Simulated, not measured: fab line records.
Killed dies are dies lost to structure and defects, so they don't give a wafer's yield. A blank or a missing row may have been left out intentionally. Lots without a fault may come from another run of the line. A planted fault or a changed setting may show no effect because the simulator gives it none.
fab line records -- flow sky130
[record] lots = 11, wafers = 33, last-day = 50
route steps=708 shown VIA1@482 METAL2@500 VIA2@522 PAD_OPEN@708
lots that met no fault: taken from a fault-free run of the same line
start-h: hours from the record's opening day to when the first of the lot's shown wafers began -- wait-h: time in hours since the lot's previous step -- " as in the row above -- L1.1+2: a row that stands for several wafers -- - value missing, or start not given -- * or withheld: withheld -- < > ~ a bound
route shown NAME@n: a module of which the file shows steps, and the number in the route of the first -- usual: mean/standard deviation taken from wafers without a fault -- same: alike in all rows -- chamber/n: place in a boat -- sites: the reading at each site -- _std_site: the standard deviation of these -- _edge_site: the outer-site mean with the inner-site mean subtracted -- radius-mm: how far each site lies from the wafer's centre -- mask NAME#n: copy n -- behind: tool/chamber where the wafer was last shaped -- hold: cause of the lot's hold/its duration in hours/its outcome -- device: whichever transistor did not switch (one of n, p or np) -- end of line: the tests these same wafers got at the end of their route -- step lacking rows: just its recipe -- killed: dies lost to structure and defects at the first sort, not the wafer's yield -- map: per-die view of a wafer (x killed, . not killed, _ where there is no die)
set.NAME: the run value of the setting; set.NAME@STEP: its run value at that earlier step -- model.NAME: the simulator's own value behind a step, which no gauge read
one table for each step of the route and one row for each wafer, over a sample of lots
services: when a tool's chamber went out of use (start-h, in hours from the record's first day, below 0 if earlier), for how many hours, and the reason
[[steps]]
[step SKY_VIA1_CMP_24]
[recipe] stop-on = SiO2, t-overpolish-s = 15, down-force-psi = 3.5, platen-rpm = 60, target-thk-nm = 0, pad-velocity-m-s = 0.94248
[usual] edge-zone-pressure-frac = 1.000/0.0051, motor-current-A = 10.9/1.6, overpolish-run-s = 15.001/0.0088, slurry-filter-dp-kPa = 13.49/0.14, time-to-endpoint-s = 64.3/2.9
lot.wafer,tool,chamber,start-h,wait-h,edge-zone-pressure-frac,motor-current-A,overpolish-run-s,slurry-filter-dp-kPa,time-to-endpoint-s
L740.1,cmp-01,2,811.44,0.1,1.000,12.0,15.007,13.44,60.6
L740.2,cmp-01,0,811.44,0.1,1.003,8.8,15.007,13.59,64.9
L740.5,cmp-01,1,811.44,0.1,1.004,11.4,15.009,13.52,67.0
L743.3,cmp-02,3,837.89,0.0,1.001,12.3,14.993,13.60,62.6
L743.4,cmp-02,1,837.89,0.0,1.000,12.6,15.015,13.37,61.1
L743.6,cmp-02,3,837.89,0.0,1.000,11.9,15.000,13.40,67.4
L745.3,cmp-01,0,847.13,0.4,0.998,8.9,14.994,13.61,67.3
L745.5,cmp-01,2,847.13,0.4,0.986,12.1,15.003,13.69,62.0
L745.6,cmp-01,3,847.13,0.4,1.003,8.4,15.007,13.40,65.7
L746.4,cmp-02,3,859.39,0.1,1.003,12.0,14.998,13.71,62.7
L746.3,cmp-02,0,859.39,0.1,1.000,10.8,14.988,13.41,65.2
L746.1,cmp-02,1,859.39,0.1,1.006,11.7,14.991,13.53,58.9
L753.1,cmp-01,0,908.11,0.1,1.008,9.6,15.014,13.42,63.2
L753.2,cmp-01,1,908.11,0.1,0.999,11.5,15.011,13.37,62.0
L753.6,cmp-01,3,908.11,0.1,1.001,8.4,14.990,13.53,61.5
L751.2,cmp-02,2,915.41,0.1,1.005,12.8,15.003,13.55,65.6
L751.4,cmp-02,3,915.41,0.1,1.006,12.2,14.989,13.48,65.7
L751.5,cmp-02,0,915.41,0.1,1.001,11.0,14.996,13.41,63.5
L755.2,cmp-02,1,917.48,0.0,1.001,11.3,15.013,13.52,62.8
L755.5,cmp-02,1,917.48,0.0,1.001,12.3,14.999,13.46,63.7
L755.6,cmp-02,2,917.48,0.0,0.994,12.9,14.995,13.40,66.2
L756.4,cmp-01,3,921.79,0.2,0.995,8.0,15.000,13.57,67.9
L756.5,cmp-01,0,921.79,0.2,0.993,9.2,14.999,13.64,67.0
L756.6,cmp-01,1,921.79,0.2,1.000,11.6,14.998,13.42,68.8
L757.1,cmp-01,0,932.70,0.1,1.002,8.6,14.996,13.53,67.0
L757.4,cmp-01,1,932.70,0.1,1.004,11.9,14.995,13.62,73.4
L757.5,cmp-01,2,932.70,0.1,1.008,12.7,15.010,13.32,65.8
L759.4,cmp-01,3,944.90,0.2,0.995,8.6,15.007,13.46,67.5
L759.5,cmp-01,0,944.90,0.2,1.006,8.6,15.025,13.47,65.7
L759.6,cmp-01,1,944.90,0.2,0.998,12.1,14.994,13.46,62.3
L761.4,cmp-01,3,957.72,0.1,1.000,8.5,15.009,13.42,64.7
L761.2,cmp-01,1,957.72,0.1,1.007,11.8,15.006,13.49,65.5
L761.5,cmp-01,2,957.72,0.1,1.005,12.4,15.010,13.42,60.0
[step SKY_METAL2_DESCUM_17]
[recipe] chemistry = O2, source-power-w = 150, bias-power-w = 0, pressure-mtorr = 10, temp-c = 40, time-s = 8
[usual] drypump-motor-current-A = 6.0/0.36, oes-product-au = 1.001/0.006, temp-c = 40.01/0.12
lot.wafer,tool,chamber,start-h,wait-h,drypump-motor-current-A,oes-product-au,rf-hours-counter-h,temp-c
L740.1,rie-metal-01,0,838.58,0.0,6.0,1.003,14,40.05
L740.2,rie-metal-01,1,838.58,0.0,5.9,0.997,9,39.87
L740.5,rie-metal-01,1,838.58,0.0,5.9,1.004,-,39.97
L743.3,rie-metal-02,0,863.79,0.0,5.6,0.989,-,39.95
L743.4,rie-metal-02,1,863.79,0.0,6.0,1.000,-,40.09
L743.6,rie-metal-02,0,863.79,0.0,5.6,0.992,-,40.12
L745.3,rie-metal-02,0,874.04,0.0,5.6,1.006,-,39.95
L745.5,rie-metal-02,1,874.04,0.0,6.0,1.007,-,39.89
L745.6,rie-metal-02,0,874.04,0.0,5.6,0.999,-,40.10
L746.1,rie-metal-02,0,884.98,0.0,5.6,1.005,14,39.89
L746.3,rie-metal-02,0,884.98,0.0,5.6,1.006,-,40.28
L746.4,rie-metal-02,0,884.98,0.0,5.6,1.002,-,39.99
L753.1,rie-metal-02,1,934.33,0.0,6.0,1.003,5,39.89
L753.2,rie-metal-02,0,934.33,0.0,5.7,1.005,18,40.11
L753.6,rie-metal-02,1,934.33,0.0,5.9,1.004,-,40.00
L751.2,rie-metal-02,0,940.58,0.0,5.6,0.998,18,40.11
L751.4,rie-metal-02,0,940.58,0.0,5.6,0.999,-,40.00
L751.5,rie-metal-02,1,940.58,0.0,6.0,0.990,-,40.08
L755.2,rie-metal-03,1,943.03,0.0,6.6,1.011,2,40.11
L755.5,rie-metal-03,1,943.03,0.0,6.6,1.013,-,40.15
L755.6,rie-metal-03,0,943.03,0.0,5.6,1.006,-,40.18
L756.4,rie-metal-02,0,947.24,0.0,5.6,1.014,-,39.99
L756.5,rie-metal-02,0,947.24,0.0,5.6,0.995,-,40.07
L756.6,rie-metal-02,1,947.24,0.0,6.0,1.001,-,40.08
L757.1,rie-metal-03,0,957.28,0.0,5.6,0.991,6,39.84
L757.4,rie-metal-03,0,957.28,0.0,5.6,0.998,-,39.95
L757.5,rie-metal-03,0,957.28,0.0,5.7,0.999,-,40.06
L759.4,rie-metal-01,1,968.94,0.0,5.9,0.998,-,40.12
L759.5,rie-metal-01,1,968.94,0.0,6.0,1.002,-,39.86
L759.6,rie-metal-01,0,968.94,0.0,6.0,1.007,-,40.12
L761.2,rie-metal-01,0,981.58,0.0,6.1,0.995,21,40.07
L761.4,rie-metal-01,1,981.58,0.0,6.0,1.005,-,40.08
L761.5,rie-metal-01,0,981.58,0.0,6.1,0.999,-,40.03
[step SKY_METAL2_METAL_ETCH_19]
[recipe] target-depth-a = 3600, stop-on = SiO2, over-etch-frac = 0.3, time-s = 78, chemistry = Cl2/BCl3, resist-sidewall-deg = 88, pressure-mtorr = 10, icp-w = 900, bias-w = 48.5, Cl2_flow_sccm = 60, bcl3-flow-sccm = 30
[usual] bias-w = 48.47/0.14, drypump-motor-current-A = 6.0/0.36, oes-product-au = 0.855/0.0058, throttle-valve-pct = 22.265/0.0094
lot.wafer,tool,chamber,start-h,wait-h,bias-w,drypump-motor-current-A,oes-product-au,rf-hours-counter-h,throttle-valve-pct
L740.1,rie-metal-01,0,838.67,0.0,48.72,6.1,0.850,14,22.261
L740.2,rie-metal-01,1,838.67,0.0,48.49,6.0,0.858,9,22.254
L740.5,rie-metal-01,1,838.67,0.0,48.51,6.0,0.848,-,22.273
L743.3,rie-metal-02,0,863.90,0.1,48.53,5.7,0.849,-,22.269
L743.4,rie-metal-02,1,863.90,0.1,48.35,6.0,0.851,-,22.257
L743.6,rie-metal-02,0,863.90,0.1,48.42,5.6,0.855,-,22.278
L745.3,rie-metal-02,0,874.15,0.1,48.50,5.6,0.843,-,22.266
L745.5,rie-metal-02,1,874.15,0.1,48.34,6.0,0.850,-,22.261
L745.6,rie-metal-02,0,874.15,0.1,48.75,5.6,0.851,-,22.271
L746.1,rie-metal-02,0,885.17,0.1,48.47,5.6,0.855,14,22.274
L746.3,rie-metal-02,0,885.17,0.1,48.45,5.6,0.859,-,22.259
L746.4,rie-metal-02,0,885.17,0.1,48.30,5.7,0.851,-,22.291
L753.1,rie-metal-02,1,934.43,0.0,48.37,6.0,0.856,5,22.280
L753.2,rie-metal-02,0,934.43,0.0,48.61,5.6,0.850,18,22.262
L753.6,rie-metal-02,1,934.43,0.0,48.31,6.0,0.852,-,22.261
L751.2,rie-metal-02,0,940.67,0.0,48.69,5.6,0.851,18,22.276
L751.4,rie-metal-02,0,940.67,0.0,48.54,5.6,0.858,-,22.263
L751.5,rie-metal-02,1,940.67,0.0,48.58,6.0,0.854,-,22.264
L755.2,rie-metal-03,1,943.12,0.0,48.41,6.6,0.853,2,22.263
L755.5,rie-metal-03,1,943.12,0.0,48.15,6.6,0.852,-,22.253
L755.6,rie-metal-03,0,943.12,0.0,48.64,5.6,0.864,-,22.256
L756.4,rie-metal-02,0,947.35,0.1,48.57,5.6,0.856,-,22.256
L756.5,rie-metal-02,0,947.35,0.1,48.41,5.6,0.861,-,22.261
L756.6,rie-metal-02,1,947.35,0.1,48.54,6.0,0.848,-,22.262
L757.1,rie-metal-03,0,957.37,0.0,48.27,5.6,0.853,6,22.280
L757.4,rie-metal-03,0,957.37,0.0,48.43,5.7,0.860,-,22.260
L757.5,rie-metal-03,0,957.37,0.0,48.30,5.7,0.855,-,22.263
L759.4,rie-metal-01,1,969.06,0.1,48.56,5.9,0.860,-,22.261
L759.5,rie-metal-01,1,969.06,0.1,48.42,5.9,0.858,-,22.275
L759.6,rie-metal-01,0,969.06,0.1,48.34,6.0,0.856,-,22.245
L761.2,rie-metal-01,0,981.68,0.0,48.29,6.1,0.855,21,22.265
L761.4,rie-metal-01,1,981.68,0.0,48.41,6.0,0.859,-,22.262
L761.5,rie-metal-01,0,981.68,0.0,48.57,6.1,0.869,-,22.266
[step SKY_VIA2_ETCH_15]
[recipe] target = SiO2, chemistry = C4F8/O2/Ar, target-depth-nm = 546, stop-on = TiN, mask-material = KrF-thick, source-w = 1500, bias-w = 1200, pressure-mtorr = 40, c4f8-flow-sccm = withheld, O2_flow_sccm = 6, Ar_flow_sccm = 300, time-s = 84
[usual] bias-w = 1200/3.3, oes-product-au = 0.939/0.0048
lot.wafer,tool,chamber,start-h,wait-h,bias-w,oes-product-au,rf-hours-counter-h
L740.1,rie-diel-04,3,865.43,0.0,1203,0.938,4
L740.2,rie-diel-04,0,865.43,0.0,1200,0.952,5
L740.5,rie-diel-04,3,865.43,0.0,1208,0.937,-
L743.3,rie-diel-04,3,891.27,0.0,1241,0.946,4
L743.4,rie-diel-04,2,891.27,0.0,1241,0.943,17
L743.6,rie-diel-04,0,891.27,0.0,1238,0.935,-
L745.3,rie-diel-04,3,901.47,0.0,1242,0.945,5
L745.5,rie-diel-04,1,901.47,0.0,1238,0.941,-
L745.6,rie-diel-04,2,901.47,0.0,1242,0.937,-
L746.1,rie-diel-04,2,911.88,0.0,1241,0.941,18
L746.3,rie-diel-04,0,911.88,0.0,1243,0.938,6
L746.4,rie-diel-04,3,911.88,0.0,1247,0.933,5
L753.1,rie-diel-03,0,960.17,0.0,1202,0.939,23
L753.2,rie-diel-03,3,960.17,0.0,1201,0.934,21
L753.6,rie-diel-03,0,960.17,0.0,1201,0.939,-
L751.2,rie-diel-03,2,965.53,0.0,1199,0.940,11
L751.4,rie-diel-03,0,965.53,0.0,1197,0.938,23
L751.5,rie-diel-03,0,965.53,0.0,1198,0.957,-
L755.2,rie-diel-03,0,968.42,0.0,1200,0.943,24
L755.5,rie-diel-03,2,968.42,0.0,1197,0.926,-
L755.6,rie-diel-03,1,968.42,0.0,1201,0.930,-
L756.4,rie-diel-03,1,973.07,0.0,1201,0.937,11
L756.5,rie-diel-03,1,973.07,0.0,1201,0.938,-
L756.6,rie-diel-03,2,973.07,0.0,1202,0.938,-
L757.1,rie-diel-03,3,981.98,0.0,1205,0.942,22
L757.4,rie-diel-03,3,981.98,0.0,1201,0.944,-
L757.5,rie-diel-03,2,981.98,0.0,1199,0.936,-
L759.4,rie-diel-01,0,993.68,0.0,1208,0.938,12
L759.5,rie-diel-01,1,993.68,0.0,1204,0.946,-
L759.6,rie-diel-01,0,993.68,0.0,1201,0.936,-
L761.2,rie-diel-04,3,1006.12,0.0,1197,0.940,9
L761.4,rie-diel-04,3,1006.12,0.0,1195,0.938,-
L761.5,rie-diel-04,0,1006.12,0.0,1201,0.938,-
[step SKY_PAD_OPEN_PROBE_99]
[usual] defect-limited-yield = 82.4/2.2, killed_at_M0_to_M3 = 44/7.7, killed_at_M4_up = 3.2/1.7, killed-at-contacts = 24/5.3, killed-at-front-end = 15/4.3, killed-at-other = 0.3/0.57, killed-dies = 87/11, killed-on-rim = 17/3.8, killed-open = 47/7.4, killed-short = 40/6.5, sort_bin_3_pad_short = 0.8/0.4, sort_bin_5_function = 10.5/1.6, sort_bin_6_memory = 6.3/1.2, sort-n-pass = 405/11, sort-yield-pct = 82.4/2.2
[same] gross-dies = 492, killed-at-back-side = 0, sort_bin_4_leakage[%] = 0, sort_bin_8_speed[%] = 0
lot.wafer,tool,chamber,start-h,wait-h,defect-limited-yield[%],killed_at_M0_to_M3,killed_at_M4_up,killed-at-contacts,killed-at-front-end,killed-at-other,killed-dies,killed-on-rim,killed-open,killed-short,sort_bin_3_pad_short[%],sort_bin_5_function[%],sort_bin_6_memory[%],sort-n-pass,sort-yield-pct[%]
L740.1,prober-02,-,1090.73,0.1,82.9,43,2,25,14,0,84,16,43,41,0.8,11.2,5.1,408,82.9
L740.2,prober-02,-,1090.78,0.1,82.7,45,4,24,12,0,85,18,48,36,0.6,10.4,6.3,407,82.7
L740.5,prober-02,-,1090.93,0.2,83.3,42,3,23,13,1,82,17,42,39,0,11.6,5.1,410,83.3
L743.3,prober-02,-,1111.35,0.2,85.0,38,3,18,15,0,74,16,42,32,0.8,9.6,4.7,418,85.0
L743.4,prober-02,-,1111.40,0.2,82.7,39,5,28,13,0,85,20,40,45,0.2,11.2,5.9,407,82.7
L743.6,prober-02,-,1111.50,0.2,82.7,35,4,25,21,0,85,14,46,39,0.4,10.0,6.9,407,82.7
L745.3,prober-01,-,1117.47,0.2,78.9,48,2,34,20,0,104,23,52,52,1.8,13.0,6.3,388,78.9
L745.5,prober-01,-,1117.57,0.2,82.9,43,2,22,16,1,84,17,49,35,0.4,9.1,7.5,408,82.9
L745.6,prober-01,-,1117.62,0.2,80.7,47,4,25,19,0,95,18,54,41,0.6,12.0,6.7,397,80.7
L746.1,prober-02,-,1123.20,0.1,84.8,45,2,18,10,0,75,16,46,29,0.2,9.6,5.5,417,84.8
L746.3,prober-02,-,1123.30,0.2,83.7,44,3,22,11,0,80,16,50,30,0.6,9.8,5.9,412,83.7
L746.4,prober-02,-,1123.35,0.2,82.5,37,3,29,17,0,86,20,45,41,0.8,9.6,7.1,406,82.5
L753.1,prober-02,-,1162.29,0.1,81.9,43,3,23,19,1,89,15,41,48,1.2,10.6,6.3,403,81.9
L753.2,prober-02,-,1162.34,0.1,83.1,34,3,26,20,0,83,13,42,41,0.8,11.6,4.5,409,83.1
L753.6,prober-02,-,1162.54,0.2,84.6,42,5,17,12,0,76,15,43,33,0.2,8.9,6.3,416,84.6
L751.2,prober-02,-,1167.94,0.1,82.3,42,3,27,15,0,87,17,43,44,0.6,11.2,5.9,405,82.3
L751.4,prober-02,-,1168.04,0.2,86.2,35,0,22,11,0,68,12,41,27,0.8,9.1,3.9,424,86.2
L751.5,prober-02,-,1168.09,0.2,82.9,46,4,23,11,0,84,18,43,41,1.2,10.2,5.7,408,82.9
L755.2,prober-01,-,1169.60,0.1,78.5,47,5,33,20,1,106,18,57,49,1.4,12.6,7.5,386,78.5
L755.5,prober-01,-,1169.75,0.2,80.3,48,3,26,20,0,97,15,59,37,0.6,11.2,7.9,395,80.3
L755.6,prober-01,-,1169.80,0.2,83.9,39,2,20,18,0,79,12,46,33,0.8,9.6,5.7,413,83.9
L756.4,prober-02,-,1172.25,0.2,82.5,50,2,19,15,0,86,15,40,46,1.4,9.1,6.9,406,82.5
L756.5,prober-02,-,1172.30,0.2,82.9,50,3,14,17,0,84,16,39,45,1.0,11.0,5.1,408,82.9
L756.6,prober-02,-,1172.35,0.2,84.6,32,3,25,16,0,76,20,36,40,0.6,9.3,5.5,416,84.6
L757.1,prober-01,-,1179.55,0.1,81.1,42,3,31,16,1,93,19,55,36,0.4,12.0,6.5,399,81.1
L757.4,prober-01,-,1179.70,0.2,83.5,31,2,30,18,0,81,17,42,39,1.2,7.7,7.5,411,83.5
L757.5,prober-01,-,1179.75,0.2,81.7,46,3,21,20,0,90,18,47,43,1.0,10.0,7.3,402,81.7
L759.4,prober-01,-,1188.12,0.2,81.3,62,1,18,11,0,92,17,55,35,0.8,9.3,8.5,400,81.3
L759.5,prober-01,-,1188.17,0.2,82.7,41,1,30,13,0,85,18,44,40,1.6,8.9,6.7,407,82.7
L759.6,prober-01,-,1188.22,0.2,82.5,47,2,27,9,1,86,14,44,42,0.6,10.4,6.5,406,82.5
L761.2,prober-01,-,1194.19,0.1,84.1,38,4,24,12,0,78,11,41,37,0.6,9.8,5.5,414,84.1
L761.4,prober-01,-,1194.29,0.2,86.4,36,3,13,15,0,67,17,41,26,0.8,9.1,3.7,425,86.4
L761.5,prober-01,-,1194.34,0.2,82.9,41,3,18,22,0,84,10,49,35,0.8,11.6,4.7,408,82.9
// killed by level:class
L740.1 METAL1:geometric-particle:short=10 CONTACT:geometric-particle:open=9 VIA1:geometric-particle:open=8 LI_CONTACT:geometric-particle:open=6 METAL2:geometric-particle:short=5 CONTACT:geometric-particle:short=5 VIA2:geometric-particle:open=4 VIA1:geometric-particle:short=4
L740.2 VIA1:geometric-particle:open=10 CONTACT:geometric-particle:open=9 VIA3:geometric-particle:open=8 METAL1:geometric-particle:short=6 LI_CONTACT:geometric-particle:open=5 LOCAL_INTERCONNECT:geometric-particle:short=5 VIA1:geometric-particle:short=5 VIA2:geometric-particle:open=5
L740.5 CONTACT:geometric-particle:open=11 LI_CONTACT:geometric-particle:open=8 VIA1:geometric-particle:open=7 METAL2:geometric-particle:short=6 VIA2:geometric-particle:open=6 FIELD_ISO:geometric-particle:short=5 VIA3:geometric-particle:short=5 METAL1:geometric-particle:short=4
L743.3 VIA1:geometric-particle:open=9 VIA3:geometric-particle:open=8 LI_CONTACT:geometric-particle:open=7 VIA2:geometric-particle:open=7 CONTACT:geometric-particle:open=6 METAL1:geometric-particle:short=4 FIELD_ISO:geometric-particle:short=3 POLY_GATE:geometric-particle:short=3
L743.4 METAL1:geometric-particle:short=11 CONTACT:geometric-particle:open=10 LOCAL_INTERCONNECT:geometric-particle:short=7 VIA2:geometric-particle:open=7 LI_CONTACT:geometric-particle:open=6 POLY_GATE:geometric-particle:open=5 VIA2:geometric-particle:short=5 VIA1:geometric-particle:open=5
L743.6 CONTACT:geometric-particle:open=10 LI_CONTACT:geometric-particle:open=9 VIA3:geometric-particle:open=7 POLY_GATE:geometric-particle:short=6 POLY_GATE:geometric-particle:open=6 METAL1:geometric-particle:short=6 VIA2:geometric-particle:open=4 VIA1:geometric-particle:short=4
L745.3 LI_CONTACT:geometric-particle:open=11 VIA2:geometric-particle:open=10 FIELD_ISO:geometric-particle:open=9 METAL1:geometric-particle:short=9 CONTACT:geometric-particle:short=8 VIA1:geometric-particle:open=7 FIELD_ISO:geometric-particle:short=5 LI_CONTACT:geometric-particle:short=5
L745.5 VIA1:geometric-particle:open=11 CONTACT:geometric-particle:short=9 VIA2:geometric-particle:open=9 LI_CONTACT:geometric-particle:open=5 METAL1:geometric-particle:short=5 VIA3:geometric-particle:open=5 FIELD_ISO:geometric-particle:open=4 POLY_GATE:geometric-particle:short=4
L745.6 CONTACT:geometric-particle:open=12 VIA1:geometric-particle:open=11 FIELD_ISO:geometric-particle:open=7 LI_CONTACT:geometric-particle:open=7 VIA1:geometric-particle:short=6 METAL2:geometric-particle:short=6 VIA2:geometric-particle:open=5 CONTACT:geometric-particle:short=4
L746.1 VIA1:geometric-particle:open=17 CONTACT:geometric-particle:open=7 VIA1:geometric-particle:short=6 LI_CONTACT:geometric-particle:open=5 VIA2:geometric-particle:open=5 CONTACT:geometric-particle:short=4 METAL2:geometric-particle:short=4 FIELD_ISO:geometric-particle:short=3
L746.3 VIA1:geometric-particle:open=16 CONTACT:geometric-particle:open=10 VIA2:geometric-particle:open=8 VIA3:geometric-particle:open=5 VIA1:geometric-particle:short=5 LI_CONTACT:geometric-particle:open=4 CONTACT:geometric-particle:short=4 METAL2:geometric-particle:short=4
L746.4 CONTACT:geometric-particle:open=11 VIA1:geometric-particle:open=11 LI_CONTACT:geometric-particle:open=8 METAL2:geometric-particle:short=8 POLY_GATE:geometric-particle:short=5 FIELD_ISO:geometric-particle:short=4 LI_CONTACT:geometric-particle:short=4 CONTACT:geometric-particle:short=4
L753.1 VIA1:geometric-particle:open=8 VIA2:geometric-particle:open=8 METAL3:geometric-particle:short=7 FIELD_ISO:geometric-particle:short=6 LI_CONTACT:geometric-particle:short=6 LI_CONTACT:geometric-particle:open=6 METAL1:geometric-particle:short=5 CONTACT:geometric-particle:short=5
L753.2 CONTACT:geometric-particle:open=11 FIELD_ISO:geometric-particle:short=9 VIA1:geometric-particle:open=9 LI_CONTACT:geometric-particle:open=6 METAL2:geometric-particle:short=5 METAL1:geometric-particle:short=4 LOCAL_INTERCONNECT:geometric-particle:short=4 POLY_GATE:geometric-particle:open=3
L753.6 LI_CONTACT:geometric-particle:open=10 VIA1:geometric-particle:open=10 VIA2:geometric-particle:open=8 METAL1:geometric-particle:short=5 VIA1:geometric-particle:short=5 VIA3:geometric-particle:open=5 FIELD_ISO:geometric-particle:open=4 METAL4:geometric-particle:short=4
L751.2 VIA1:geometric-particle:open=8 CONTACT:geometric-particle:open=8 LOCAL_INTERCONNECT:geometric-particle:short=7 METAL1:geometric-particle:short=7 VIA2:geometric-particle:open=6 LI_CONTACT:geometric-particle:open=5 METAL2:geometric-particle:short=5 VIA3:geometric-particle:open=5
L751.4 LI_CONTACT:geometric-particle:open=10 VIA1:geometric-particle:open=10 CONTACT:geometric-particle:open=7 POLY_GATE:geometric-particle:short=5 METAL3:geometric-particle:short=5 POLY_GATE:geometric-particle:open=4 VIA3:geometric-particle:open=4 LI_CONTACT:geometric-particle:short=3
L751.5 VIA3:geometric-particle:open=10 VIA1:geometric-particle:open=9 VIA1:geometric-particle:short=8 CONTACT:geometric-particle:open=7 LI_CONTACT:geometric-particle:open=6 POLY_GATE:geometric-particle:open=5 LI_CONTACT:geometric-particle:short=4 VIA2:geometric-particle:short=4
L755.2 VIA1:geometric-particle:open=14 CONTACT:geometric-particle:open=13 LI_CONTACT:geometric-particle:open=9 VIA3:geometric-particle:open=8 CONTACT:geometric-particle:short=7 METAL1:geometric-particle:short=6 VIA1:geometric-particle:short=6 METAL2:geometric-particle:short=6
L755.5 VIA1:geometric-particle:open=15 LI_CONTACT:geometric-particle:open=10 CONTACT:geometric-particle:open=8 VIA2:geometric-particle:open=7 FIELD_ISO:geometric-particle:open=6 METAL1:geometric-particle:short=6 LOCAL_INTERCONNECT:geometric-particle:short=5 METAL2:geometric-particle:short=4
L755.6 VIA1:geometric-particle:open=10 CONTACT:geometric-particle:open=9 FIELD_ISO:geometric-particle:open=8 METAL1:geometric-particle:short=8 FIELD_ISO:geometric-particle:short=6 LI_CONTACT:geometric-particle:open=5 VIA3:geometric-particle:open=5 VIA1:geometric-particle:short=4
L756.4 VIA1:geometric-particle:open=10 VIA3:geometric-particle:open=8 VIA3:geometric-particle:short=7 METAL1:geometric-particle:short=6 CONTACT:geometric-particle:open=6 VIA1:geometric-particle:short=5 FIELD_ISO:geometric-particle:short=4 FIELD_ISO:geometric-particle:open=4
L756.5 VIA1:geometric-particle:open=13 VIA2:geometric-particle:open=7 VIA3:geometric-particle:short=7 POLY_GATE:geometric-particle:short=6 VIA3:geometric-particle:open=6 METAL1:geometric-particle:short=6 FIELD_ISO:geometric-particle:short=4 POLY_GATE:geometric-particle:open=4
L756.6 LI_CONTACT:geometric-particle:open=10 FIELD_ISO:geometric-particle:short=6 LOCAL_INTERCONNECT:geometric-particle:short=6 METAL1:geometric-particle:short=6 VIA1:geometric-particle:open=6 VIA2:geometric-particle:open=5 FIELD_ISO:geometric-particle:open=4 POLY_GATE:geometric-particle:open=4
L757.1 VIA1:geometric-particle:open=11 LI_CONTACT:geometric-particle:open=10 VIA3:geometric-particle:open=9 CONTACT:geometric-particle:open=8 VIA2:geometric-particle:open=7 METAL2:geometric-particle:short=7 CONTACT:geometric-particle:short=6 FIELD_ISO:geometric-particle:short=5
L757.4 CONTACT:geometric-particle:open=11 CONTACT:geometric-particle:short=7 VIA3:geometric-particle:open=7 LI_CONTACT:geometric-particle:short=5 VIA2:geometric-particle:open=5 POLY_GATE:geometric-particle:short=4 LOCAL_INTERCONNECT:geometric-particle:short=4 VIA1:geometric-particle:open=4
L757.5 CONTACT:geometric-particle:open=11 METAL1:geometric-particle:short=8 VIA3:geometric-particle:open=7 VIA1:geometric-particle:open=6 POLY_GATE:geometric-particle:open=5 LI_CONTACT:geometric-particle:open=5 VIA1:geometric-particle:short=5 VIA2:geometric-particle:open=5
L759.4 VIA1:geometric-particle:open=13 CONTACT:geometric-particle:open=11 METAL1:geometric-particle:short=11 VIA2:geometric-particle:open=9 VIA1:geometric-particle:short=6 VIA2:geometric-particle:short=5 CONTACT:geometric-particle:short=4 METAL2:geometric-particle:open=4
L759.5 CONTACT:geometric-particle:open=10 LI_CONTACT:geometric-particle:open=8 CONTACT:geometric-particle:short=7 VIA1:geometric-particle:open=6 VIA1:geometric-particle:short=6 VIA2:geometric-particle:short=5 VIA2:geometric-particle:open=5 VIA3:geometric-particle:open=5
L759.6 VIA1:geometric-particle:open=15 LI_CONTACT:geometric-particle:open=9 METAL1:geometric-particle:short=8 CONTACT:geometric-particle:open=7 POLY_GATE:geometric-particle:short=5 VIA2:geometric-particle:short=5 LOCAL_INTERCONNECT:geometric-particle:short=4 METAL2:geometric-particle:short=4
L761.2 METAL2:geometric-particle:short=9 CONTACT:geometric-particle:open=9 LI_CONTACT:geometric-particle:open=7 VIA2:geometric-particle:open=6 METAL1:geometric-particle:short=4 VIA3:geometric-particle:open=4 FIELD_ISO:geometric-particle:short=3 SPACER:geometric-particle:open=3
L761.4 VIA3:geometric-particle:open=9 CONTACT:geometric-particle:open=6 VIA1:geometric-particle:open=6 VIA2:geometric-particle:open=6 FIELD_ISO:geometric-particle:short=4 VIA1:geometric-particle:short=4 FIELD_ISO:geometric-particle:open=3 SPACER:geometric-particle:open=3
L761.5 VIA2:geometric-particle:open=9 FIELD_ISO:geometric-particle:open=6 CONTACT:geometric-particle:open=6 FIELD_ISO:geometric-particle:short=5 POLY_GATE:geometric-particle:short=5 VIA3:geometric-particle:open=5 LI_CONTACT:geometric-particle:open=5 VIA1:geometric-particle:open=5
[[services]]
tool,chamber,start-h,hours,kind
rie-diel-04,0,798.25,3.8,repair
rie-metal-01,-,806.20,2.8,pm
rie-metal-02,-,807.01,0.8,repair
rie-metal-02,-,810.17,0.6,repair
cmp-01,-,823.54,1.1,repair
rie-diel-03,-,830.79,0.3,repair
rie-diel-04,1,834.52,3.9,repair
rie-metal-01,-,853.09,0.4,repair
cmp-01,-,859.08,4.2,pm
rie-diel-03,3,864.91,2.5,repair
cmp-01,-,871.35,0.6,repair
rie-metal-02,1,880.58,48.4,repair
rie-diel-03,1,899.09,13.5,repair
rie-diel-04,-,901.67,0.4,repair
rie-metal-01,-,911.02,0.7,repair
cmp-01,-,911.32,1.0,repair
cmp-01,-,916.91,4.0,pm
cmp-01,-,924.28,0.3,repair
rie-metal-01,1,935.69,20.8,repair
rie-diel-03,-,954.97,0.3,repair
rie-diel-04,2,974.19,9.8,repair
rie-diel-04,0,981.65,4.8,repair
rie-metal-01,1,998.79,8.6,repair
rie-metal-01,0,1005.77,28.4,repair
[[key]]
[first-sign] step = SKY_VIA2_ETCH_15, reading = bias-w, direction = up, sigmas = 12, usual = 1200, struck = 1241
effect none on later readings
met-at SKY_VIA2_ETCH_15
struck-lots L743,L745,L746
not-acting-at SKY_VIA1_CMP_24,SKY_METAL2_DESCUM_17,SKY_METAL2_METAL_ETCH_19
onset-between 865.43 891.27
[fault] kind = process-parameter-drift, tool = rie-diel-04, chamber = -, onset-h = 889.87, steps = SKY_VIA2_ETCH_15, channel = bias-w, offset = 43.486, shape = step, end-h = 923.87, acts-in = these-recipes-only, stated = 1200
